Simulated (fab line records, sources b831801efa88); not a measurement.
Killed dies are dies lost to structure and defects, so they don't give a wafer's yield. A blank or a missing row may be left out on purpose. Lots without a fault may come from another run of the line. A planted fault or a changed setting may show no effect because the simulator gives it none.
Which tool did it? | flow gf180mcu | 7 lots, 21 wafers sampled, at 2 steps of a route of 602

WHAT THE GAUGES READ, wafer by wafer
GF_STI_THK_MEAS_30.
lot  | measured    | on            | STI_OXIDATION_02_THK (nm)
L292 | day 2 18:20 | film_metro-01 | 9.43 9.55 9.61
L294 | day 3 04:45 | film_metro-04 | 10.04 9.89 10.01
L297 | day 3 19:44 | film_metro-01 | 9.56 9.63 9.71
L304 | day 5 05:31 | film_metro-04 | 11.46 11.35 11.24
L306 | day 5 15:37 | film_metro-04 | 9.85 9.78 10.07
L311 | day 6 18:43 | film_metro-04 | 9.89 9.92 10.07
L313 | day 7 07:28 | film_metro-04 | 9.83 9.95 9.80

WHICH TOOL RAN EACH LOT (tool, then ch and the chambers of the sampled wafers, then the start)
lot  | GF_STI_OXIDATION_29
L292 | furnace-02 ch 0, day 2 16:56
L294 | furnace-01 ch 0, day 3 03:20
L297 | furnace-01 ch 0, day 3 18:20
L304 | furnace-01 ch 0, day 5 04:07
L306 | furnace-02 ch 0, day 5 14:13
L311 | furnace-02 ch 0, day 6 17:19
L313 | furnace-02 ch 0, day 7 06:03
- GF_STI_OXIDATION_29: stabilise 600 s, purge 300 s, target thk 10 nm.

THE ANSWER, worked out from the rows above alone
Rule: what is usual is taken from the lots themselves. Put in order of their means at a reading, lots are off if they are a third of the lots or fewer, leave a main group of 4 or more, and stand apart from it by a gap of 3 or more times the standard deviation of the main group's means; of several such gaps the widest counts. A main group whose means are all the same, to the digits that the tables above print for the reading, isn't used. A lot without any number at a reading at which 4 lots or more have one is off too. The other lots that the step has rows for count as sound.
Off: L304, at GF_STI_THK_MEAS_30 (STI_OXIDATION_02_THK). The main group: mean 9.81 nm, standard deviation 0.17.
A tool fits if, at a process step before that reading, it ran every lot that is off, and no sound lot after the first of them. The gauges at GF_STI_THK_MEAS_30 are tried like those tools. One fits: furnace-01 at GF_STI_OXIDATION_29. Its last sound lot is L297 (day 3 18:20), its first lot that is off L304 (day 5 04:07): a fault that began between those two fits.

WHAT THE SIMULATOR HAD PUT IN
Process parameter drift: furnace-01, from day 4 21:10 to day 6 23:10, at GF_STI_OXIDATION_29. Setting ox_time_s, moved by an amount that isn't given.
Lots struck among those shown: L304. The rule above found the same.
